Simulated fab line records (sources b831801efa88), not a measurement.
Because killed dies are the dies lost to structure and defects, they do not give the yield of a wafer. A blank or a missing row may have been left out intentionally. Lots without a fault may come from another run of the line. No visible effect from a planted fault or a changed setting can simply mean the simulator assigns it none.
Problem report, 8D (eight disciplines) form, completed by code || flow sky130 || the parts of the form that need people (team, actions taken, sign-off) are left out

## 1. THE PROBLEM
Mean of heater_power_total_W at SKY_RES_XHIGH_SOFTBAKE_03: 58.34 W across 6 wafers in 2 lots; on wafers with no fault it is 56.59 W (standard deviation 0.045). Measured from the usual mean, that is +39 standard deviations.
The step: time 60 s.
First seen on wafer L100.3, day 27 02:50, on litho_track-03. Wafers with a number at this step in the record: 39, from 13 lots. Rule for "out" (also "out of limits"): further than 4 standard deviations from the usual mean. Any other wafer with a number is counted as sound.

## 2. WHAT IT IS, AND WHAT IT ISN'T
{"question": "which readings at this step", "is": "heater_power_total_W, run_length_s", "is not": "resist_line_temp_C"}
{"question": "which lots", "is": "L100, L101", "is not": "L102, L106, L111, L113, L114, L115, L116, L118, L121, L998, L999"}
{"question": "which wafers of those lots", "is": "all that have a number", "is not": "-"}
{"question": "read on which tools", "is": "litho_track-03", "is not": "litho_track-01, litho_track-02"}
{"question": "when", "is": "from day 27 02:50", "is not": "up to then (6 sound wafers); but 27 sound wafers of L102, L106, L111, L113, L114, L115, L116, L118, L121 came after"}

## 3. WHAT RULES OUT EACH SUSPECT
Counting: a tool stays on the suspect list if, at a process step up to the reading, it processed all lots that are out and no sound lot following the first of them.
- litho_track-03 at SKY_RES_XHIGH_SOFTBAKE_03 (time 60 s): ruled out as a lasting fault. Sound lots L115, L116, L118, L121 ran on it after its first lot that is out, L100 (day 27 02:50).
Left after counting: nothing in the record.

## 4. THE CAUSE (what the simulator had put in)
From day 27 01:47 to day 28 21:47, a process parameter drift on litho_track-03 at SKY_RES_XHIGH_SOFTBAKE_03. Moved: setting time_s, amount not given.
Counting ruled it out, wrongly.

## 5. THE EFFECT CHAIN, in route order
Each row: a reading whose mean over the struck wafers that have a number lies more than 3 standard deviations from the usual. Readings are gone through only where the record gives a usual standard deviation; hours: the median, over the lots, of the time from a lot's start at the first step in this table giving one to that lot's start at this step; sigmas: the change measured in usual standard deviations.
{"hours": 0, "step": "SKY_RES_XHIGH_SOFTBAKE_03", "reading": "heater_power_total_W", "usual": "56.59 W", "on struck wafers": 58.34, "change": "+1.75", "sigmas": "+39"}
{"hours": 0, "step": "SKY_RES_XHIGH_SOFTBAKE_03", "reading": "run_length_s", "usual": "88.87 s", "on struck wafers": 83.64, "change": -5.23, "sigmas": -25}
Its process steps:
- SKY_RES_XHIGH_SOFTBAKE_03: time 60 s.

## 6. WHAT WOULD HAVE CAUGHT IT SOONER
In this record the first reading out of limits was taken at day 27 02:50, 1 hour after the fault began at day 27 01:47.
